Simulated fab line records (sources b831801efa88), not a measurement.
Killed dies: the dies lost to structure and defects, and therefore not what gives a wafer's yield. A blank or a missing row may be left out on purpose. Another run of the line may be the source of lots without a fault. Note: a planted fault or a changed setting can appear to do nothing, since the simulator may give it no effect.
Which tool is to blame? ; flow sky130 ; 24 lots, 72 wafers sampled, at 6 steps of a route of 708

## WHAT THE GAUGES READ, wafer by wafer
SKY_SD_N_OVL_MEAS_08.
lot;measured;on;SD_N_OVL (nm)
L074;day 28 05:19;overlay-01;1.5 1.2 1.7
L075;day 28 05:25;overlay-01;-1.3 -0.3 -1.8
L076;day 28 19:03;overlay-02;-3.5 -4.7 -1.2
L077;day 29 01:01;overlay-02;-1.5 -0.7 -0.2
L078;day 29 07:48;overlay-02;-3.6 -3.5 -2.2
L079;day 29 11:55;overlay-01;2.9 2.3 -0.7
L080;day 30 11:49;overlay-01;-2.7 -3.2 -2.6
L082;day 30 12:31;overlay-02;-2.1 -1.1 0.1
L081;day 30 14:25;overlay-02;-2.0 -2.8 -2.4
L083;day 31 06:13;overlay-01;-0.3 -2.1 -1.3
L085;day 31 13:19;overlay-01;-0.5 -0.7 0.0
L084;day 31 14:40;overlay-01;0.3 -1.4 1.1
L086;day 31 18:06;overlay-02;1.0 0.0 1.1
L087;day 32 12:48;overlay-02;-1.9 -0.6 -2.3
L088;day 32 14:04;overlay-02;-0.1 -2.1 -3.1
L089;day 32 21:21;overlay-01;0.6 -0.6 1.1
L090;day 33 11:01;overlay-01;2.8 -0.5 0.8
L091;day 33 14:22;overlay-01;-1.5 0.1 -1.6
L092;day 33 22:25;overlay-02;-2.8 -3.4 -3.0
L093;day 34 14:54;overlay-02;-0.8 -2.6 -0.7
L094;day 34 16:13;overlay-02;1.2 -1.6 -0.2
L095;day 34 20:46;overlay-01;2.8 0.9 0.2
L096;day 34 22:37;overlay-02;-1.9 -4.0 -3.9
L097;day 35 18:52;overlay-01;-2.7 1.1 1.0

SKY_METAL4_CD_MEAS_13 targets a cd of 300 nm.
lot;measured;on;cd_nm (nm)
L074;day 42 03:49;cd_sem-02;298.5 300.0 298.3
L075;day 42 06:02;cd_sem-02;297.4 298.8 298.7
L076;day 42 12:44;cd_sem-02;299.9 301.7 301.7
L077;day 42 19:39;cd_sem-01;301.4 298.9 299.7
L078;day 43 01:14;cd_sem-02;300.2 299.6 299.6
L079;day 43 01:37;cd_sem-01;299.5 297.9 299.6
L080;day 43 23:31;cd_sem-01;300.7 299.5 299.8
L082;day 44 01:20;cd_sem-01;298.7 297.0 297.9
L081;day 44 02:05;cd_sem-02;302.0 301.9 303.0
L083;day 44 13:46;cd_sem-02;300.7 299.8 299.8
L085;day 44 20:00;cd_sem-01;302.2 301.9 303.2
L084;day 44 21:32;cd_sem-02;298.6 299.7 299.1
L086;day 45 00:32;cd_sem-01;299.9 297.7 297.7
L087;day 45 15:44;cd_sem-01;298.2 298.1 298.5
L088;day 45 16:01;cd_sem-02;301.5 300.1 301.7
L089;day 45 21:59;cd_sem-01;301.4 302.9 299.7
L090;day 46 07:22;cd_sem-02;300.8 300.5 299.4
L091;day 46 09:41;cd_sem-02;298.8 299.4 299.1
L092;day 46 16:20;cd_sem-02;299.2 299.9 300.3
L093;day 47 06:14;cd_sem-01;297.4 298.8 299.0
L094;day 47 07:28;cd_sem-01;300.1 301.1 300.1
L095;day 47 08:58;cd_sem-02;298.8 299.9 298.7
L096;day 47 12:50;cd_sem-02;299.7 301.0 299.4
L097;day 48 01:53;cd_sem-01;299.4 299.2 299.4

## EACH LOT AND THE TOOL THAT RAN IT (in order: tool; ch and the chambers of the sampled wafers; start)
lot;SKY_METAL3_SPUTTER_02;SKY_VIA3_STRIP_16;SKY_METAL4_SPUTTER_04;SKY_CAP2M_CVD_00
L074;pvd_sputter-04, day 36 16:40;plasma_asher-02 ch 0,1, day 40 01:56;pvd_sputter-04, day 40 03:17;pecvd-02 ch 0,2, day 40 03:20
L075;pvd_sputter-01, day 36 19:12;plasma_asher-04 ch 0,1, day 40 03:35;pvd_sputter-04, day 40 04:59;pecvd-01 ch 1,2, day 40 05:02
L076;pvd_sputter-04, day 37 03:16;plasma_asher-04 ch 0,1, day 40 10:56;pvd_sputter-04, day 40 12:41;pecvd-03 ch 0,1, day 40 12:44
L077;pvd_sputter-02, day 37 10:53;plasma_asher-01 ch 0,1, day 40 16:59;pvd_sputter-01, day 40 18:23;pecvd-01 ch 1,2, day 40 18:26
L078;pvd_sputter-01, day 37 18:31;plasma_asher-04 ch 0,1, day 41 00:26;pvd_sputter-04, day 41 01:47;pecvd-03 ch 0,1,2, day 41 01:50
L079;pvd_sputter-01, day 37 19:50;plasma_asher-02 ch 0,1, day 41 00:49;pvd_sputter-03, day 41 02:10;pecvd-02 ch 0,1,2, day 41 02:13
L080;pvd_sputter-04, day 38 18:39;plasma_asher-04 ch 0,1, day 41 22:53;pvd_sputter-04, day 42 00:16;pecvd-02 ch 0,1, day 42 00:19
L082;pvd_sputter-02, day 38 21:34;plasma_asher-01 ch 0,1, day 42 00:23;pvd_sputter-04, day 42 01:53;pecvd-03 ch 0,1, day 42 01:56
L081;pvd_sputter-01, day 38 21:41;plasma_asher-02 ch 0, day 42 00:42;pvd_sputter-03, day 42 02:11;pecvd-01 ch 0,1,2, day 42 02:14
L083;pvd_sputter-02, day 39 10:41;plasma_asher-02 ch 0,1, day 42 13:28;pvd_sputter-03, day 42 14:48;pecvd-01 ch 0,2, day 42 14:51
L085;pvd_sputter-01, day 39 18:47;plasma_asher-04 ch 0,1, day 42 21:03;pvd_sputter-04, day 42 22:25;pecvd-01 ch 0,1,2, day 42 22:28
L084;pvd_sputter-01, day 39 19:47;plasma_asher-02 ch 0,1, day 42 22:48;pvd_sputter-03, day 43 00:11;pecvd-03 ch 0,2, day 43 00:14
L086;pvd_sputter-02, day 39 23:11;plasma_asher-04 ch 0,1, day 43 01:17;pvd_sputter-03, day 43 02:38;pecvd-02 ch 0,1,2, day 43 02:41
L087;pvd_sputter-01, day 40 15:48;plasma_asher-04 ch 1, day 43 17:15;pvd_sputter-01, day 43 18:37;pecvd-01 ch 0,1,2, day 43 18:40
L088;pvd_sputter-02, day 40 16:43;plasma_asher-02 ch 0,1, day 43 18:16;pvd_sputter-01, day 43 19:35;pecvd-02 ch 0,2, day 43 19:38
L089;pvd_sputter-01, day 40 23:12;plasma_asher-04 ch 0,1, day 43 23:47;pvd_sputter-03, day 44 01:10;pecvd-01 ch 1,2, day 44 01:13
L090;pvd_sputter-01, day 41 10:43;plasma_asher-04 ch 0,1, day 44 10:24;pvd_sputter-03, day 44 11:46;pecvd-03 ch 0,1, day 44 11:49
L091;pvd_sputter-02, day 41 13:46;plasma_asher-01 ch 0,1, day 44 12:44;pvd_sputter-04, day 44 14:06;pecvd-01 ch 0,1, day 44 14:09
L092;pvd_sputter-02, day 41 20:39;plasma_asher-04 ch 0,1, day 44 20:48;pvd_sputter-04, day 44 22:12;pecvd-03 ch 0,2, day 44 22:15
L093;pvd_sputter-02, day 42 12:42;plasma_asher-01 ch 0,1, day 45 10:23;pvd_sputter-04, day 45 11:47;pecvd-03 ch 0,1, day 45 11:50
L094;pvd_sputter-02, day 42 13:58;plasma_asher-04 ch 0,1, day 45 11:23;pvd_sputter-01, day 45 12:47;pecvd-01 ch 0,2, day 45 12:50
L095;pvd_sputter-01, day 42 16:16;plasma_asher-01 ch 0,1, day 45 13:27;pvd_sputter-04, day 45 14:51;pecvd-02 ch 0,1, day 45 14:54
L096;pvd_sputter-04, day 42 21:41;plasma_asher-01 ch 0,1, day 45 18:59;pvd_sputter-04, day 45 20:19;pecvd-03 ch 1,2, day 45 20:22
L097;pvd_sputter-01, day 43 11:56;plasma_asher-02 ch 0,1, day 46 07:33;pvd_sputter-04, day 46 09:07;pecvd-03 ch 0,2, day 46 09:13
- SKY_METAL3_SPUTTER_02: material AlCu, target thk 735 nm, time 37.31 s.
- SKY_VIA3_STRIP_16: strips in O2/N2.
- SKY_METAL4_SPUTTER_04: material TiN, target thk 70 nm, time 58.3 s.
- SKY_CAP2M_CVD_00: deposits SiO2, target thk 15.5 nm.

## AS READ BY THE TOOLS THEMSELVES (means over the sampled wafers that have a number; for cases with no such wafer, the mark the record gives instead)
SKY_METAL3_SPUTTER_02.
lot;tool;throttle_valve_pct (%)
L074;pvd_sputter-04;29.9
L075;pvd_sputter-01;31.4
L076;pvd_sputter-04;31.0
L077;pvd_sputter-02;29.4
L078;pvd_sputter-01;31.2
L079;pvd_sputter-01;31.2
L080;pvd_sputter-04;30.8
L082;pvd_sputter-02;29.9
L081;pvd_sputter-01;30.5
L083;pvd_sputter-02;29.8
L085;pvd_sputter-01;31.3
L084;pvd_sputter-01;31.3
L086;pvd_sputter-02;29.4
L087;pvd_sputter-01;31.8
L088;pvd_sputter-02;30.2
L089;pvd_sputter-01;32.0
L090;pvd_sputter-01;31.2
L091;pvd_sputter-02;29.7
L092;pvd_sputter-02;29.4
L093;pvd_sputter-02;29.8
L094;pvd_sputter-02;28.9
L095;pvd_sputter-01;31.4
L096;pvd_sputter-04;31.0
L097;pvd_sputter-01;31.4

SKY_VIA3_STRIP_16.
lot;tool;drypump_motor_current_A (A);oes_product_au (a.u.);strip_time_to_endpoint_s (s)
L074;plasma_asher-02;6.4;0.405;4.196
L075;plasma_asher-04;5.5;0.403;4.186
L076;plasma_asher-04;5.5;0.407;4.152
L077;plasma_asher-01;6.0;0.404;4.172
L078;plasma_asher-04;5.4;0.399;4.119
L079;plasma_asher-02;6.3;0.400;4.131
L080;plasma_asher-04;5.4;0.407;4.175
L082;plasma_asher-01;6.0;0.399;4.116
L081;plasma_asher-02;6.3;0.407;4.158
L083;plasma_asher-02;6.4;0.400;4.110
L085;plasma_asher-04;5.5;0.401;4.135
L084;plasma_asher-02;6.5;0.408;4.176
L086;plasma_asher-04;5.5;0.403;4.124
L087;plasma_asher-04;5.7;0.406;4.161
L088;plasma_asher-02;6.5;0.404;4.100
L089;plasma_asher-04;5.5;0.401;4.146
L090;plasma_asher-04;5.4;0.404;4.137
L091;plasma_asher-01;5.8;0.400;4.139
L092;plasma_asher-04;5.5;0.403;4.158
L093;plasma_asher-01;5.8;0.400;4.147
L094;plasma_asher-04;5.4;0.404;4.129
L095;plasma_asher-01;6.0;0.406;4.122
L096;plasma_asher-01;5.8;0.406;4.221
L097;plasma_asher-02;6.4;0.399;4.156

SKY_METAL4_SPUTTER_04.
lot;tool;throttle_valve_pct (%)
L074;pvd_sputter-04;30.0
L075;pvd_sputter-04;30.8
L076;pvd_sputter-04;29.2
L077;pvd_sputter-01;32.0
L078;pvd_sputter-04;29.6
L079;pvd_sputter-03;29.1
L080;pvd_sputter-04;29.9
L082;pvd_sputter-04;30.7
L081;pvd_sputter-03;29.7
L083;pvd_sputter-03;29.4
L085;pvd_sputter-04;29.8
L084;pvd_sputter-03;29.3
L086;pvd_sputter-03;29.6
L087;pvd_sputter-01;31.2
L088;pvd_sputter-01;31.5
L089;pvd_sputter-03;29.4
L090;pvd_sputter-03;29.5
L091;pvd_sputter-04;29.6
L092;pvd_sputter-04;30.8
L093;pvd_sputter-04;30.3
L094;pvd_sputter-01;31.5
L095;pvd_sputter-04;31.1
L096;pvd_sputter-04;31.0
L097;pvd_sputter-04;29.9

SKY_CAP2M_CVD_00.
lot;tool;heater_power_w (W)
L074;pecvd-02;651
L075;pecvd-01;756
L076;pecvd-03;793
L077;pecvd-01;784
L078;pecvd-03;719
L079;pecvd-02;612
L080;pecvd-02;608
L082;pecvd-03;779
L081;pecvd-01;779
L083;pecvd-01;771
L085;pecvd-01;747
L084;pecvd-03;728
L086;pecvd-02;585
L087;pecvd-01;746
L088;pecvd-02;569
L089;pecvd-01;747
L090;pecvd-03;775
L091;pecvd-01;777
L092;pecvd-03;700
L093;pecvd-03;779
L094;pecvd-01;771
L095;pecvd-02;622
L096;pecvd-03;734
L097;pecvd-03;695

## THE ANSWER, worked out from the rows above alone
Rule: the usual values come from the lots themselves. The widest of any qualifying gaps counts: lots, ordered by their means at a reading, are off when they make up no more than a third of the lots, leave a main group of 4 or more, and stand apart from it by 3 or more times the standard deviation of that group's means. A main group is skipped when, at the precision printed for the reading in the tables above, its means are all equal. A lot without any number at a reading at which 4 lots or more have one is off too. All remaining lots with rows at the step are treated as sound. Order of review: gauges by route order, followed by the tools' own readings, for which a lot's mean as printed above is used. At the first step where some lot is off, the reading lying furthest off is the one used; lots without a number count as furthest.
No lot is off at any reading shown: from this, nothing can be told.

## WHAT THE SIMULATOR HAD INSERTED
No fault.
